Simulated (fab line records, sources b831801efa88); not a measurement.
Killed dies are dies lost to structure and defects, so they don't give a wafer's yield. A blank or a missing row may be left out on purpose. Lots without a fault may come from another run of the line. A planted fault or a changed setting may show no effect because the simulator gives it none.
Which tool did it? | flow sky130 | 11 lots, 33 wafers sampled, at 4 steps of a route of 708

WHAT THE GAUGES READ, wafer by wafer
SKY_CAP2M_THK_MEAS_04: measures by xrf. Usual: CAP2M_TIN_THK 197 nm, standard deviation 3.1.
lot  | measured     | on            | CAP2M_TIN_THK (nm) | flag
L159 | day 40 04:13 | film_metro-02 | 195 197 192        |
L163 | day 40 16:11 | film_metro-01 | 198 199 200        |
L164 | day 41 08:20 | film_metro-01 | 202 199 200        |
L165 | day 41 12:49 | film_metro-02 | 195 199 194        |
L170 | day 43 13:04 | film_metro-01 | 199 200 200        |
L172 | day 43 18:43 | film_metro-02 | 193 195 195        |
L175 | day 44 10:36 | film_metro-04 | 196 194 198        |
L176 | day 44 13:22 | film_metro-01 | 199 195 196        |
L177 | day 44 20:46 | film_metro-02 | 195 194 194        |
L178 | day 45 00:43 | film_metro-01 | 199 199 201        |
L181 | day 45 17:34 | film_metro-02 | 195 196 197        |

SKY_VIA4_BOW_MEAS_03. Usual: VIA4_BOW 80 um, standard deviation 8.9.
lot  | measured     | on            | VIA4_BOW (um) | flag
L159 | day 42 06:45 | film_metro-01 | 67 73 90      |
L163 | day 42 16:37 | film_metro-03 | 141 134 129   | OFF
L164 | day 43 09:11 | film_metro-03 | 117 135 132   | OFF
L165 | day 43 13:47 | film_metro-02 | 148 137 135   | OFF
L170 | day 45 10:37 | film_metro-01 | 76 72 77      |
L172 | day 45 16:04 | film_metro-01 | 88 90 92      |
L175 | day 46 07:11 | film_metro-01 | 78 99 86      |
L176 | day 46 10:22 | film_metro-02 | 72 73 83      |
L177 | day 46 17:42 | film_metro-01 | 61 72 69      |
L178 | day 46 20:17 | film_metro-03 | 91 73 90      |
L181 | day 47 12:25 | film_metro-01 | 86 90 86      |

WHICH TOOL RAN EACH LOT (tool, then ch and the chambers of the sampled wafers, then the start)
lot  | SKY_METAL4_SPUTTER_01        | SKY_VIA4_CMP_02
L159 | pvd_sputter-02, day 40 03:46 | cmp-02 ch 0,1,3, day 42 06:27
L163 | pvd_sputter-03, day 40 15:44 | cmp-01 ch 0,1,3, day 42 16:17
L164 | pvd_sputter-03, day 41 07:53 | cmp-02 ch 0,1,3, day 43 08:56
L165 | pvd_sputter-02, day 41 12:22 | cmp-01 ch 0,1,2, day 43 13:28
L170 | pvd_sputter-02, day 43 12:37 | cmp-02 ch 0,1,3, day 45 10:21
L172 | pvd_sputter-02, day 43 18:15 | cmp-01 ch 0,1,3, day 45 15:45
L175 | pvd_sputter-02, day 44 10:09 | cmp-02 ch 1,2,3, day 46 06:59
L176 | pvd_sputter-03, day 44 12:54 | cmp-02 ch 2,3, day 46 10:02
L177 | pvd_sputter-03, day 44 20:19 | cmp-02 ch 1,2,3, day 46 17:25
L178 | pvd_sputter-02, day 45 00:16 | cmp-02 ch 0,3, day 46 20:01
L181 | pvd_sputter-02, day 45 17:08 | cmp-01 ch 0,1,3, day 47 12:07
- SKY_METAL4_SPUTTER_01: material TiN, target thk 20 nm, time 16.7 s.
- SKY_VIA4_CMP_02: polishes SiO2.

WHAT THE TOOLS THEMSELVES READ (means of the sampled wafers that have a number; where no wafer has one, the mark that the record gives instead)
SKY_METAL4_SPUTTER_01. Usual: throttle_valve_pct 29.2 %, standard deviation 0.88.
lot  | tool           | throttle_valve_pct (%) | flag
L159 | pvd_sputter-02 | 28.6                   |
L163 | pvd_sputter-03 | 30.3                   |
L164 | pvd_sputter-03 | 28.6                   |
L165 | pvd_sputter-02 | 28.7                   |
L170 | pvd_sputter-02 | 28.8                   |
L172 | pvd_sputter-02 | 28.6                   |
L175 | pvd_sputter-02 | 28.7                   |
L176 | pvd_sputter-03 | 29.3                   |
L177 | pvd_sputter-03 | 29.4                   |
L178 | pvd_sputter-02 | 28.7                   |
L181 | pvd_sputter-02 | 28.6                   |

SKY_VIA4_CMP_02. Usual: edge_zone_pressure_frac 0.999, standard deviation 0.0048; head_pressure_psi 4.000 psi, standard deviation 0.0082; motor_current_A 11.7 A, standard deviation 1.1; slurry_filter_dp_kPa 13.52 kPa, standard deviation 0.14.
lot  | tool   | edge_zone_pressure_frac | head_pressure_psi (psi) | motor_current_A (A) | slurry_filter_dp_kPa (kPa) | flag
L159 | cmp-02 | 1.003                   | 4.000                   | 11.1                | 13.53                      |
L163 | cmp-01 | -                       | -                       | -                   | -                          | OFF
L164 | cmp-02 | -                       | -                       | -                   | -                          | OFF
L165 | cmp-01 | -                       | -                       | -                   | -                          | OFF
L170 | cmp-02 | 0.999                   | 4.002                   | 11.0                | 13.51                      |
L172 | cmp-01 | 0.998                   | 3.997                   | 12.5                | 13.49                      |
L175 | cmp-02 | 0.999                   | 3.987                   | 11.4                | 13.55                      |
L176 | cmp-02 | 0.995                   | 4.002                   | 11.6                | 13.58                      |
L177 | cmp-02 | 0.999                   | 3.998                   | 11.5                | 13.50                      |
L178 | cmp-02 | 1.000                   | 4.000                   | 10.9                | 13.55                      |
L181 | cmp-01 | 1.001                   | 3.997                   | 12.7                | 13.46                      |

THE ANSWER, worked out from the rows above alone
Rule: a lot is off if the mean of its wafers that have a number lies more than 3 standard deviations from the usual mean. A lot without any number at a reading at which 4 lots or more have one is off too. The other lots that the step has rows for count as sound. The gauges are gone through in route order, then the tools' own readings, and for those a lot's mean is taken as printed above. The first step at which some lot is off is used, and at that step the reading that is off furthest; a lot without a number counts as furthest.
Off: L163, L164, L165, at SKY_VIA4_BOW_MEAS_03 (VIA4_BOW).
A tool fits if, at a process step before that reading, it ran every lot that is off, and no sound lot after the first of them. The gauges at SKY_VIA4_BOW_MEAS_03 aren't tried: what is off there is off at SKY_VIA4_CMP_02 too, on other tools, and a gauge's error can't cause that. None of those tried fits.

WHAT THE SIMULATOR HAD PUT IN
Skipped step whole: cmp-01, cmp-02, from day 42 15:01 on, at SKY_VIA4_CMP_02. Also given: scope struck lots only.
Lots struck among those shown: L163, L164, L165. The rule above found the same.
